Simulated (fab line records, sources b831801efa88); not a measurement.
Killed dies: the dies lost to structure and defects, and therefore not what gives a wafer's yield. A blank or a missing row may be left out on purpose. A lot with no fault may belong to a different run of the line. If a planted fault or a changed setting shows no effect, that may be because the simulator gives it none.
One fault through the eyes of 2 desks	flow gf180mcu	only its own numbers are on each desk; what lay behind them is given at the end

METROLOGY DESK
What the gauges read, lot by lot, whatever tool the lot ran on: means of the sampled wafers that have a number. The brackets show how far a lot's mean lies from the usual mean; more than 4 standard deviations puts the lot out of limits, marked OUT.
Columns: A = cdNm at GF_V5_CD_MEAS_14, usual 260.1 nm; B = PASSIVATION_CVD_02_THK at GF_PASSIVATION_THK_MEAS_03, usual 701 nm; C = PASSIVATION_BOW at GF_PASSIVATION_BOW_MEAS_14, usual 138 um
lot	first seen here	A	B	C
L794	day 27 03:08	258.5	704	127
L795	day 27 13:19	260.2	705	152
L797	day 28 05:08	260.0	706	148
L798	day 28 20:25	259.7	698	139
L799	day 29 08:22	261.0	708	147
L801	day 29 13:03	260.3	704	138
L802	day 30 03:34	259.9	697	146
L803	day 30 08:55	261.7	706	138
L805	day 30 17:16	260.2	703	142
L811	day 32 06:56	259.1	780 (+9.8) OUT	126
L812	day 32 10:31	261.3	777 (+9.4) OUT	161
L813	day 32 17:31	260.5	695	141
L814	day 32 21:55	259.0	684	135
L816	day 33 09:26	258.4	696	145
This desk's result: L811, L812 out of limits, first on L811 (PASSIVATION_CVD_02_THK at GF_PASSIVATION_THK_MEAS_03), day 33 01:45. L794, L795, L797, L798, L799, L801, L802, L803, L805, L813, L814, L816 stayed within limits.

DESK OF THE TOOL OWNER: pecvd-03
The tool's own readings at GF_PASSIVATION_CVD_02 (deposits Si3N4, target thk 700 nm, time 486.18 s): means of the sampled wafers that have a number, for each lot that ran on this tool. The brackets show how far a lot's mean lies from the usual mean; more than 4 standard deviations puts the lot out of limits, marked OUT.
Columns: A = heaterPowerW at GF_PASSIVATION_CVD_02, usual 707 W
lot	first seen here	A
L795	day 28 11:16	684
L797	day 29 03:12	766
L798	day 29 17:49	717
L799	day 30 06:15	687
L801	day 30 10:40	759
L805	day 31 13:43	731
L811	day 33 01:27	702
L812	day 33 05:26	742
Result from this desk: across the 8 lots, nothing is out of limits.

PUT TOGETHER
Metrology desk: alarm possible at day 33 01:45 on L811, L812.
The tool owner's desk saw nothing out of limits.
Tool owner's desk: L811, L812 on record, inside its limits.
On pecvd-03, each named lot ran GF_PASSIVATION_CVD_02.

WHAT THE SIMULATOR HAD PUT IN
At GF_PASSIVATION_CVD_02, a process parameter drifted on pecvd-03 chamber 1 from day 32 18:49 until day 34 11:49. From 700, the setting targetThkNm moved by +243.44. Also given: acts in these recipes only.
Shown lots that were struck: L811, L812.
Per desk, hours elapsed from the start of the fault to the first reading out of limits: for the metrology desk, 7.
